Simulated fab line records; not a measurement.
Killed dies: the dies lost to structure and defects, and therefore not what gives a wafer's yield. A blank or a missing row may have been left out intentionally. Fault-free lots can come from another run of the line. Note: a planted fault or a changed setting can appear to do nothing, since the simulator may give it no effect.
fab line records | flow sky130
record lots=6 | wafers=18 | last_day=50
route steps=708 shown VIA4@653 METAL5@661 PAD_OPEN@708
lots that met no fault: taken from a fault-free run of the same line
start_h: hours from the record's first day to the start of the lot's first wafer shown | wait_h: hours since the lot's step before | " same as the row above | L1.1+2: one row covering several wafers at once | - no value, or no start was given | * or withheld: withheld | < > ~ a bound
route shown NAME@n: a module of which the file shows steps, and the number in the route of the first | usual: mean/standard deviation taken from wafers without a fault | same: alike in all rows | chamber/n: place in a boat | sites: each site's reading | _std_site: how widely they spread, as a standard deviation | _edge_site: inner sites' mean taken away from outer sites' mean | radius_mm: for every site, how far away it sits from the centre of the wafer | mask NAME#n: copy n | behind: the most recent tool/chamber to have shaped the wafer | hold: reason for holding the lot/hours on hold/outcome of the hold | device: which transistor (n, p or np) failed to switch | end of line: tests of these same wafers at the route's end | a step given without rows: its recipe and nothing more | killed: not the wafer's yield, but the dies lost to structure and defects at the first sort | map: the dies of a wafer, with x for killed, . for not killed, _ for no die there
set.NAME: the setting the step ran with; set.NAME@STEP: the setting that earlier step ran with | model.NAME: the simulator's own value behind a step, which no gauge read
lots at some steps of the route; a table a step, a row a wafer
services: a tool's chamber out of use, with start hour (start_h, from the record's first day; less than 0 if before it), hours out, and reason
## steps
# step SKY_VIA4_STRIP_14
# recipe chemistry=post_etch_residue_remover | time_s=1200 | temp_c=72.5
# step SKY_VIA4_CLEAN_15
# recipe chemistry=IPA | time_s=180 | temp_c=25
# step SKY_VIA4_CLEAN_16
# recipe chemistry=O3/DIW | dry=n2_spin
# step SKY_VIA4_SPUTTER_17
# recipe material=TiN | target_thk_nm=20 | chamber_pressure_pa=5 | power_w=4000 | time_s=80
# usual chamber_pressure_pa=5.001/0.0099 | throttle_valve_pct=29.8/0.98
lot.wafer | tool           | chamber | start_h | wait_h | chamber_pressure_pa | throttle_valve_pct
L215.1    | pvd_sputter-01 | -       | 1046.62 | 0.0    | 5.014               | 30.1
L215.3    | "              | -       | "       | "      | 5.016               | 29.4
L215.6    | "              | -       | "       | "      | 5.017               | 29.2
L217.2    | pvd_sputter-02 | -       | 1065.32 | 0.0    | 4.999               | 31.4
L217.3    | "              | -       | "       | "      | 4.980               | 31.5
L217.5    | "              | -       | "       | "      | 4.996               | 31.4
L226.1    | pvd_sputter-03 | -       | 1112.91 | 0.0    | 4.971               | 30.4
L226.3    | "              | -       | "       | "      | 4.995               | 31.0
L226.4    | "              | -       | "       | "      | 4.992               | 29.4
L231.1    | pvd_sputter-01 | -       | 1137.23 | 0.0    | 4.995               | 28.7
L231.2    | "              | -       | "       | "      | 5.007               | 30.3
L231.4    | "              | -       | "       | "      | 5.012               | 29.1
L230.1    | pvd_sputter-03 | -       | 1137.86 | 0.0    | 4.999               | 29.5
L230.2    | "              | -       | "       | "      | 4.993               | 31.2
L230.4    | "              | -       | "       | "      | 5.005               | 30.4
L232.1    | pvd_sputter-02 | -       | 1140.18 | 0.0    | 5.010               | 31.3
L232.3    | "              | -       | "       | "      | 5.019               | 31.2
L232.5    | "              | -       | "       | "      | 5.005               | 31.4
# step SKY_VIA4_CVD_18
# recipe material=W | target_thk_nm=505 | time_s=152.14 | temp_c=400 | pressure_torr=40
# usual heater_power_w=908/89
lot.wafer | tool     | chamber | start_h | wait_h | heater_power_w
L215.1    | cvd_w-01 | 0       | 1046.68 | 0.0    | 991
L215.3    | "        | 0       | "       | "      | 994
L215.6    | "        | 1       | "       | "      | 789
L217.2    | cvd_w-01 | 1       | 1065.39 | 0.0    | 770
L217.3    | "        | 0       | "       | "      | 966
L217.5    | "        | 0       | "       | "      | 998
L226.1    | cvd_w-01 | 0       | 1112.98 | 0.0    | 947
L226.3    | "        | 0       | "       | "      | 980
L226.4    | "        | 1       | "       | "      | 805
L231.1    | cvd_w-01 | 0       | 1137.29 | 0.0    | 1000
L231.2    | "        | 1       | "       | "      | 785
L231.4    | "        | 1       | "       | "      | 792
L230.1    | cvd_w-02 | 0       | 1137.92 | 0.0    | 1013
L230.2    | "        | 1       | "       | "      | 892
L230.4    | "        | 0       | "       | "      | 986
L232.1    | cvd_w-02 | 0       | 1140.25 | 0.0    | 1019
L232.3    | "        | 1       | "       | "      | 875
L232.5    | "        | 0       | "       | "      | 997
# step SKY_VIA4_RS_MEAS_19
# recipe thk_meas_gauge=four-point-probe | reads=W_of_VIA4_CVD_18+TiN_of_VIA4_SPUTTER_17
# usual VIA4_W_RS=0.2267/0.0021
lot.wafer | tool          | chamber | start_h | wait_h | VIA4_W_RS[ohm/sq]
L215.1    | film_metro-02 | -       | 1046.83 | 0.1    | 0.2285
L215.3    | "             | -       | "       | "      | 0.2264
L215.6    | "             | -       | "       | "      | 0.2270
L217.2    | film_metro-01 | -       | 1065.56 | 0.1    | 0.2234
L217.3    | "             | -       | "       | "      | 0.2279
L217.5    | "             | -       | "       | "      | 0.2256
L226.1    | film_metro-03 | -       | 1113.13 | 0.1    | 0.2273
L226.3    | "             | -       | "       | "      | 0.2274
L226.4    | "             | -       | "       | "      | 0.2263
L231.1    | film_metro-02 | -       | 1137.44 | 0.1    | 0.2290
L231.2    | "             | -       | "       | "      | 0.2252
L231.4    | "             | -       | "       | "      | 0.2256
L230.1    | film_metro-01 | -       | 1138.07 | 0.1    | 0.2257
L230.2    | "             | -       | "       | "      | 0.2274
L230.4    | "             | -       | "       | "      | 0.2280
L232.1    | film_metro-01 | -       | 1140.40 | 0.1    | 0.2299
L232.3    | "             | -       | "       | "      | 0.2281
L232.5    | "             | -       | "       | "      | 0.2282
# step SKY_VIA4_THK_MEAS_20
# recipe thk_meas_gauge=xrf | reads=W_of_VIA4_CVD_18
# usual VIA4_W_THK=507/7.8
lot.wafer | tool          | chamber | start_h | wait_h | VIA4_W_THK[nm]
L215.1    | film_metro-02 | -       | 1046.95 | 0.1    | 497
L215.3    | "             | -       | "       | "      | 499
L215.6    | "             | -       | "       | "      | 499
L217.2    | film_metro-01 | -       | 1065.67 | 0.1    | 514
L217.3    | "             | -       | "       | "      | 503
L217.5    | "             | -       | "       | "      | 507
L226.1    | film_metro-03 | -       | 1113.25 | 0.1    | 516
L226.3    | "             | -       | "       | "      | 512
L226.4    | "             | -       | "       | "      | 516
L231.1    | film_metro-02 | -       | 1137.56 | 0.1    | 499
L231.2    | "             | -       | "       | "      | 510
L231.4    | "             | -       | "       | "      | 510
L230.1    | film_metro-01 | -       | 1138.19 | 0.1    | 510
L230.2    | "             | -       | "       | "      | 508
L230.4    | "             | -       | "       | "      | 508
L232.1    | film_metro-01 | -       | 1140.52 | 0.1    | 505
L232.3    | "             | -       | "       | "      | 506
L232.5    | "             | -       | "       | "      | 507
# step SKY_VIA4_CMP_21
# recipe stop_on=SiO2 | t_overpolish_s=25 | down_force_psi=3.5 | platen_rpm=60 | target_thk_nm=0 | pad_velocity_m_s=0.94248
# step SKY_METAL5_SPUTTER_00
# recipe material=Ti | target_thk_nm=15 | power_w=3000 | time_s=10 | chamber_pressure_pa=0.4
# usual chamber_pressure_pa=0.4000/0.00078 | throttle_valve_pct=30.0/1.1
lot.wafer | tool           | chamber | start_h | wait_h | chamber_pressure_pa | throttle_valve_pct
L215.1    | pvd_sputter-02 | -       | 1047.36 | 0.2    | 0.3993              | 31.6
L215.3    | "              | -       | "       | "      | 0.4011              | 29.2
L215.6    | "              | -       | "       | "      | 0.4000              | 31.0
L217.2    | pvd_sputter-01 | -       | 1066.41 | 0.2    | 0.3988              | 29.1
L217.3    | "              | -       | "       | "      | 0.3997              | 29.9
L217.5    | "              | -       | "       | "      | 0.4007              | 29.1
L226.1    | pvd_sputter-01 | -       | 1113.94 | 0.1    | 0.4013              | 28.3
L226.3    | "              | -       | "       | "      | 0.3994              | 29.4
L226.4    | "              | -       | "       | "      | 0.3994              | 30.1
L231.1    | pvd_sputter-02 | -       | 1137.92 | 0.1    | 0.4014              | 29.4
L231.2    | "              | -       | "       | "      | 0.4005              | 30.1
L231.4    | "              | -       | "       | "      | 0.3998              | 31.3
L230.1    | pvd_sputter-01 | -       | 1138.59 | 0.1    | 0.4005              | 29.4
L230.2    | "              | -       | "       | "      | 0.3990              | 28.6
L230.4    | "              | -       | "       | "      | 0.4002              | 29.3
L232.1    | pvd_sputter-02 | -       | 1140.88 | 0.1    | 0.4005              | 31.5
L232.3    | "              | -       | "       | "      | 0.4008              | 30.1
L232.5    | "              | -       | "       | "      | 0.4002              | 29.1
# step SKY_METAL5_SPUTTER_01
# recipe material=TiN | target_thk_nm=20 | power_w=6500 | time_s=16.7 | chamber_pressure_pa=0.4
# usual chamber_pressure_pa=0.3999/0.00081 | throttle_valve_pct=30.1/1.1
lot.wafer | tool           | chamber | start_h | wait_h | chamber_pressure_pa | throttle_valve_pct
L215.1    | pvd_sputter-02 | -       | 1047.38 | 0.0    | 0.4005              | 31.5
L215.3    | "              | -       | "       | "      | 0.4007              | 29.4
L215.6    | "              | -       | "       | "      | 0.3998              | 31.3
L217.2    | pvd_sputter-01 | -       | 1066.45 | 0.0    | 0.3993              | 29.2
L217.3    | "              | -       | "       | "      | 0.4007              | 29.8
L217.5    | "              | -       | "       | "      | 0.3997              | 29.3
L226.1    | pvd_sputter-01 | -       | 1113.96 | 0.0    | 0.3996              | 28.5
L226.3    | "              | -       | "       | "      | 0.3993              | 29.1
L226.4    | "              | -       | "       | "      | 0.4002              | 30.2
L231.1    | pvd_sputter-02 | -       | 1137.94 | 0.0    | 0.3999              | 29.4
L231.2    | "              | -       | "       | "      | 0.3997              | 30.1
L231.4    | "              | -       | "       | "      | 0.4009              | 31.1
L230.1    | pvd_sputter-01 | -       | 1138.61 | 0.0    | 0.3986              | 29.2
L230.2    | "              | -       | "       | "      | 0.3994              | 28.6
L230.4    | "              | -       | "       | "      | 0.4005              | 29.2
L232.1    | pvd_sputter-02 | -       | 1140.90 | 0.0    | 0.3992              | 31.4
L232.3    | "              | -       | "       | "      | 0.3994              | 29.9
L232.5    | "              | -       | "       | "      | 0.3996              | 29.4
# step SKY_METAL5_SPUTTER_02
# recipe material=AlCu | target_thk_nm=1150 | power_w=10600 | time_s=61.2 | chamber_pressure_pa=0.4
# step SKY_METAL5_SPUTTER_03
# recipe material=Ti | target_thk_nm=5 | power_w=3000 | time_s=3.3 | chamber_pressure_pa=0.4
# usual chamber_pressure_pa=0.4000/0.00083 | throttle_valve_pct=30.0/1.1
lot.wafer | tool           | chamber | start_h | wait_h | chamber_pressure_pa | throttle_valve_pct
L215.1    | pvd_sputter-02 | -       | 1047.46 | 0.0    | 0.4019              | 31.5
L215.3    | "              | -       | "       | "      | 0.4002              | 29.5
L215.6    | "              | -       | "       | "      | 0.3984              | 31.5
L217.2    | pvd_sputter-01 | -       | 1066.60 | 0.1    | 0.3985              | 29.0
L217.3    | "              | -       | "       | "      | 0.4022              | 29.8
L217.5    | "              | -       | "       | "      | 0.3982              | 29.0
L226.1    | pvd_sputter-01 | -       | 1114.04 | 0.0    | 0.4000              | 28.6
L226.3    | "              | -       | "       | "      | 0.4000              | 29.4
L226.4    | "              | -       | "       | "      | 0.3997              | 29.9
L231.1    | pvd_sputter-02 | -       | 1138.02 | 0.0    | 0.4003              | 29.5
L231.2    | "              | -       | "       | "      | 0.4006              | 30.3
L231.4    | "              | -       | "       | "      | 0.3994              | 31.5
L230.1    | pvd_sputter-01 | -       | 1138.68 | 0.0    | 0.3996              | 29.2
L230.2    | "              | -       | "       | "      | 0.3991              | 28.4
L230.4    | "              | -       | "       | "      | 0.3992              | 29.6
L232.1    | pvd_sputter-02 | -       | 1140.98 | 0.0    | 0.3988              | 31.6
L232.3    | "              | -       | "       | "      | 0.4002              | 30.0
L232.5    | "              | -       | "       | "      | 0.3998              | 29.1
# step SKY_METAL5_SPUTTER_04
# recipe material=TiN | target_thk_nm=70 | power_w=6500 | time_s=58.3 | chamber_pressure_pa=0.4
# usual chamber_pressure_pa=0.3999/0.00085 | throttle_valve_pct=30.0/1.1
lot.wafer | tool           | chamber | start_h | wait_h | chamber_pressure_pa | throttle_valve_pct
L215.1    | pvd_sputter-02 | -       | 1047.48 | 0.0    | 0.4001              | 31.3
L215.3    | "              | -       | "       | "      | 0.4014              | 29.3
L215.6    | "              | -       | "       | "      | 0.3994              | 31.2
L217.2    | pvd_sputter-01 | -       | 1066.64 | 0.0    | 0.4001              | 29.1
L217.3    | "              | -       | "       | "      | 0.4009              | 30.0
L217.5    | "              | -       | "       | "      | 0.3992              | 29.4
L226.1    | pvd_sputter-01 | -       | 1114.05 | 0.0    | 0.3760              | 29.5
L226.3    | "              | -       | "       | "      | 0.3758              | 30.1
L226.4    | "              | -       | "       | "      | 0.3760              | 30.8
L231.1    | pvd_sputter-02 | -       | 1138.04 | 0.0    | 0.3979              | 29.2
L231.2    | "              | -       | "       | "      | 0.3997              | 30.0
L231.4    | "              | -       | "       | "      | 0.3994              | 31.1
L230.1    | pvd_sputter-01 | -       | 1138.70 | 0.0    | 0.3769              | 30.2
L230.2    | "              | -       | "       | "      | 0.3758              | 29.3
L230.4    | "              | -       | "       | "      | 0.3765              | 30.1
L232.1    | pvd_sputter-02 | -       | 1140.99 | 0.0    | 0.4000              | 31.5
L232.3    | "              | -       | "       | "      | 0.3998              | 30.1
L232.5    | "              | -       | "       | "      | 0.4000              | 29.1
# step SKY_METAL5_RS_MEAS_05
# recipe thk_meas_gauge=four-point-probe | reads=TiN_of_METAL5_SPUTTER_04+Ti_of_METAL5_SPUTTER_03+AlCu_of_METAL5_SPUTTER_02+TiN_of_METAL5_SPUTTER_01+Ti_of_METAL5_SPUTTER_00
# usual METAL5_ALCU_RS=0.0269/0.00031
lot.wafer | tool          | chamber | start_h | wait_h | METAL5_ALCU_RS[ohm/sq]
L215.1    | film_metro-01 | -       | 1047.52 | 0.0    | 0.0270
L215.3    | "             | -       | "       | "      | 0.0268
L215.6    | "             | -       | "       | "      | 0.0267
L217.2    | film_metro-02 | -       | 1066.76 | 0.1    | 0.0271
L217.3    | "             | -       | "       | "      | 0.0271
L217.5    | "             | -       | "       | "      | 0.0272
L226.1    | film_metro-04 | -       | 1114.10 | 0.0    | 0.0270
L226.3    | "             | -       | "       | "      | 0.0270
L226.4    | "             | -       | "       | "      | 0.0271
L231.1    | film_metro-04 | -       | 1138.09 | 0.0    | 0.0270
L231.2    | "             | -       | "       | "      | 0.0269
L231.4    | "             | -       | "       | "      | 0.0271
L230.1    | film_metro-01 | -       | 1138.75 | 0.0    | 0.0272
L230.2    | "             | -       | "       | "      | 0.0271
L230.4    | "             | -       | "       | "      | 0.0271
L232.1    | film_metro-04 | -       | 1141.04 | 0.0    | 0.0267
L232.3    | "             | -       | "       | "      | 0.0264
L232.5    | "             | -       | "       | "      | 0.0265
# step SKY_PAD_OPEN_PROBE_99
# usual defect_limited_yield=83.0/1.8 | killed_at_M0_to_M3=42/6.6 | killed_at_M4_up=3.0/1.7 | killed_at_contacts=24/5.3 | killed_at_front_end=15/4.5 | killed_at_other=0.2/0.49 | killed_dies=83/9 | killed_open=45/6.9 | killed_short=38/5.8 | sort_bin_3_pad_short=0.8/0.4 | sort_bin_5_function=10.0/1.5 | sort_bin_6_memory=6.1/1.1 | sort_n_pass=409/9 | sort_yield_pct=83.0/1.8
# same gross_dies=492 | killed_at_back_side=0 | sort_bin_4_leakage[%]=0 | sort_bin_8_speed[%]=0
lot.wafer | tool      | chamber | start_h | wait_h | defect_limited_yield[%] | killed_at_M0_to_M3 | killed_at_M4_up | killed_at_contacts | killed_at_front_end | killed_at_other | killed_dies | killed_open | killed_short | sort_bin_3_pad_short[%] | sort_bin_5_function[%] | sort_bin_6_memory[%] | sort_n_pass | sort_yield_pct[%]
L215.1    | prober-02 | -       | 1116.28 | 0.1    | 83.1                    | 27                 | 3               | 28                 | 25                  | 0               | 83          | 42          | 41           | 0.4                     | 11.4                   | 5.1                  | 409         | 83.1
L215.3    | prober-02 | -       | 1116.38 | 0.2    | 81.5                    | 33                 | 4               | 31                 | 23                  | 0               | 91          | 45          | 46           | 0.8                     | 11.4                   | 6.3                  | 401         | 81.5
L215.6    | prober-02 | -       | 1116.53 | 0.2    | 85.4                    | 35                 | 2               | 23                 | 12                  | 0               | 72          | 43          | 29           | 0.6                     | 6.5                    | 7.5                  | 420         | 85.4
L217.2    | prober-01 | -       | 1131.98 | 0.1    | 82.9                    | 36                 | 5               | 24                 | 19                  | 0               | 84          | 48          | 36           | 0.6                     | 10.0                   | 6.5                  | 408         | 82.9
L217.3    | prober-01 | -       | 1132.03 | 0.2    | 86.6                    | 32                 | 1               | 19                 | 14                  | 0               | 66          | 40          | 26           | 0.8                     | 5.9                    | 6.7                  | 426         | 86.6
L217.5    | prober-01 | -       | 1132.13 | 0.2    | 84.6                    | 33                 | 2               | 21                 | 20                  | 0               | 76          | 44          | 32           | 0.4                     | 8.5                    | 6.5                  | 416         | 84.6
L226.1    | prober-02 | -       | 1172.65 | 0.1    | 82.7                    | 47                 | 4               | 20                 | 14                  | 0               | 85          | 42          | 43           | 1.0                     | 11.2                   | 5.1                  | 407         | 82.7
L226.3    | prober-02 | -       | 1172.75 | 0.2    | 84.8                    | 42                 | 4               | 20                 | 9                   | 0               | 75          | 45          | 30           | 1.2                     | 8.9                    | 5.1                  | 417         | 84.8
L226.4    | prober-02 | -       | 1172.80 | 0.2    | 80.7                    | 42                 | 3               | 32                 | 18                  | 0               | 95          | 58          | 37           | 0.4                     | 13.2                   | 5.7                  | 397         | 80.7
L231.1    | prober-02 | -       | 1193.10 | 0.1    | 82.5                    | 38                 | 1               | 31                 | 16                  | 0               | 86          | 46          | 40           | 1.0                     | 9.8                    | 6.7                  | 406         | 82.5
L231.2    | prober-02 | -       | 1193.15 | 0.1    | 84.8                    | 42                 | 1               | 21                 | 11                  | 0               | 75          | 34          | 41           | 1.2                     | 8.5                    | 5.5                  | 417         | 84.8
L231.4    | prober-02 | -       | 1193.25 | 0.2    | 82.5                    | 45                 | 3               | 25                 | 12                  | 1               | 86          | 40          | 46           | 1.6                     | 9.8                    | 6.1                  | 406         | 82.5
L230.1    | prober-01 | -       | 1194.13 | 0.1    | 85.0                    | 37                 | 3               | 21                 | 12                  | 1               | 74          | 46          | 27           | 0.8                     | 8.7                    | 5.5                  | 418         | 85.0
L230.2    | prober-01 | -       | 1194.18 | 0.1    | 84.8                    | 48                 | 1               | 17                 | 9                   | 0               | 75          | 33          | 42           | 0.6                     | 9.8                    | 4.9                  | 417         | 84.8
L230.4    | prober-01 | -       | 1194.28 | 0.2    | 82.9                    | 41                 | 3               | 25                 | 14                  | 1               | 84          | 39          | 45           | 0.4                     | 11.8                   | 4.9                  | 408         | 82.9
L232.1    | prober-02 | -       | 1195.91 | 0.1    | 82.3                    | 38                 | 2               | 29                 | 18                  | 0               | 87          | 52          | 34           | 0.2                     | 10.8                   | 6.7                  | 405         | 82.3
L232.3    | prober-02 | -       | 1196.01 | 0.2    | 83.1                    | 39                 | 4               | 23                 | 17                  | 0               | 83          | 46          | 37           | 0.4                     | 11.2                   | 5.3                  | 409         | 83.1
L232.5    | prober-02 | -       | 1196.11 | 0.2    | 82.3                    | 38                 | 5               | 24                 | 20                  | 0               | 87          | 44          | 43           | 1.0                     | 12.0                   | 4.7                  | 405         | 82.3
# killed by level:class
L215.1 LI_CONTACT:geometric_particle:open=7 CONTACT:geometric_particle:open=7 CONTACT:geometric_particle:short=7 VIA3:geometric_particle:open=7 POLY_GATE:geometric_particle:short=5 POLY_GATE:geometric_particle:open=5 VIA2:geometric_particle:open=5 FIELD_ISO:geometric_particle:short=4
L215.3 CONTACT:geometric_particle:open=10 VIA1:geometric_particle:open=9 METAL2:geometric_particle:short=8 LI_CONTACT:geometric_particle:open=7 CONTACT:geometric_particle:short=5 FIELD_ISO:geometric_particle:short=4 VIA2:geometric_particle:open=4 LOCAL_INTERCONNECT:geometric_particle:short=4
L215.6 CONTACT:geometric_particle:open=9 VIA2:geometric_particle:open=8 VIA1:geometric_particle:open=8 LOCAL_INTERCONNECT:geometric_particle:short=6 FIELD_ISO:geometric_particle:open=5 VIA3:geometric_particle:open=5 LI_CONTACT:geometric_particle:open=4 METAL1:geometric_particle:short=4
L217.2 VIA1:geometric_particle:open=9 FIELD_ISO:geometric_particle:open=8 LI_CONTACT:geometric_particle:open=7 POLY_GATE:geometric_particle:short=6 VIA3:geometric_particle:open=6 CONTACT:geometric_particle:short=5 CONTACT:geometric_particle:open=5 METAL1:geometric_particle:short=4
L217.3 VIA1:geometric_particle:open=11 CONTACT:geometric_particle:open=8 POLY_GATE:geometric_particle:short=6 VIA2:geometric_particle:open=6 LI_CONTACT:geometric_particle:open=5 CONTACT:geometric_particle:short=5 METAL1:geometric_particle:short=5 POLY_GATE:geometric_particle:open=3
L217.5 VIA1:geometric_particle:open=13 CONTACT:geometric_particle:open=9 FIELD_ISO:geometric_particle:open=5 FIELD_ISO:geometric_particle:short=5 POLY_GATE:geometric_particle:short=5 LI_CONTACT:geometric_particle:open=4 VIA2:geometric_particle:open=4 LI_CONTACT:geometric_particle:short=3
L226.1 VIA1:geometric_particle:open=10 METAL2:geometric_particle:short=8 VIA2:geometric_particle:open=7 LI_CONTACT:geometric_particle:open=6 LOCAL_INTERCONNECT:geometric_particle:short=5 VIA1:geometric_particle:short=5 POLY_GATE:geometric_particle:short=4 CONTACT:geometric_particle:open=4
L226.3 LI_CONTACT:geometric_particle:open=8 CONTACT:geometric_particle:open=8 VIA1:geometric_particle:open=8 VIA2:geometric_particle:open=5 VIA3:geometric_particle:open=5 METAL1:geometric_particle:short=4 METAL2:geometric_particle:short=4 FIELD_ISO:geometric_particle:short=3
L226.4 CONTACT:geometric_particle:open=11 VIA1:geometric_particle:open=10 VIA2:geometric_particle:open=10 LI_CONTACT:geometric_particle:open=8 FIELD_ISO:geometric_particle:short=5 LOCAL_INTERCONNECT:geometric_particle:short=5 FIELD_ISO:geometric_particle:open=4 LI_CONTACT:geometric_particle:short=4
L231.1 LI_CONTACT:geometric_particle:open=10 CONTACT:geometric_particle:open=8 LI_CONTACT:geometric_particle:short=7 VIA1:geometric_particle:open=7 FIELD_ISO:geometric_particle:short=6 METAL2:geometric_particle:short=6 FIELD_ISO:geometric_particle:open=5 VIA1:geometric_particle:short=5
L231.2 VIA1:geometric_particle:open=9 METAL2:geometric_particle:short=8 LI_CONTACT:geometric_particle:open=7 FIELD_ISO:geometric_particle:short=5 VIA2:geometric_particle:short=5 LOCAL_INTERCONNECT:geometric_particle:short=4 CONTACT:geometric_particle:short=4 CONTACT:geometric_particle:open=4
L231.4 METAL1:geometric_particle:short=9 VIA3:geometric_particle:open=9 LI_CONTACT:geometric_particle:open=7 VIA1:geometric_particle:open=7 CONTACT:geometric_particle:short=6 CONTACT:geometric_particle:open=5 VIA1:geometric_particle:short=5 LOCAL_INTERCONNECT:geometric_particle:short=4
L230.1 VIA1:geometric_particle:open=10 CONTACT:geometric_particle:open=8 LI_CONTACT:geometric_particle:open=7 VIA3:geometric_particle:open=5 POLY_GATE:geometric_particle:open=4 VIA2:geometric_particle:open=4 VIA3:geometric_particle:short=4 METAL1:geometric_particle:short=3
L230.2 VIA1:geometric_particle:open=11 CONTACT:geometric_particle:open=7 METAL1:geometric_particle:short=7 VIA3:geometric_particle:short=6 VIA1:geometric_particle:short=6 VIA2:geometric_particle:open=5 METAL2:geometric_particle:short=5 FIELD_ISO:geometric_particle:open=4
L230.4 VIA1:geometric_particle:open=10 VIA3:geometric_particle:open=8 LI_CONTACT:geometric_particle:open=5 LOCAL_INTERCONNECT:geometric_particle:short=5 CONTACT:geometric_particle:open=5 CONTACT:geometric_particle:short=5 METAL1:geometric_particle:short=5 METAL2:geometric_particle:short=5
L232.1 LI_CONTACT:geometric_particle:open=12 CONTACT:geometric_particle:open=9 VIA1:geometric_particle:open=9 FIELD_ISO:geometric_particle:open=7 VIA3:geometric_particle:open=7 VIA1:geometric_particle:short=6 FIELD_ISO:geometric_particle:short=5 LOCAL_INTERCONNECT:geometric_particle:short=4
L232.3 VIA2:geometric_particle:open=10 FIELD_ISO:geometric_particle:short=8 VIA1:geometric_particle:open=8 FIELD_ISO:geometric_particle:open=7 CONTACT:geometric_particle:short=6 CONTACT:geometric_particle:open=6 VIA3:geometric_particle:open=6 LI_CONTACT:geometric_particle:open=5
L232.5 LI_CONTACT:geometric_particle:open=11 VIA3:geometric_particle:open=9 METAL2:geometric_particle:short=9 FIELD_ISO:geometric_particle:short=7 FIELD_ISO:geometric_particle:open=6 VIA1:geometric_particle:open=6 LOCAL_INTERCONNECT:geometric_particle:short=5 METAL4:geometric_particle:short=5
## services
tool     | chamber | start_h | hours | kind
cvd_w-01 | 0       | 1049.87 | 6.1   | repair
cvd_w-01 | -       | 1073.26 | 0.7   | repair
## key
first_sign step=SKY_METAL5_SPUTTER_04 | reading=chamber_pressure_pa | direction=down | sigmas=28 | usual=0.3999 | struck=0.3762
effect none on later readings
met_at SKY_METAL5_SPUTTER_04
struck_wafers L226.1,L226.3,L226.4,L230.1,L230.2,L230.4
onset_between 1066.64 1114.05
fault kind=process_parameter_drift | tool=pvd_sputter-01 | chamber=- | onset_h=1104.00 | steps=SKY_METAL5_SPUTTER_04 | channel=chamber_pressure_pa | offset=-0.023653 | shape=step | end_h=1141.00 | acts_in=these_recipes_only | stated=0.4
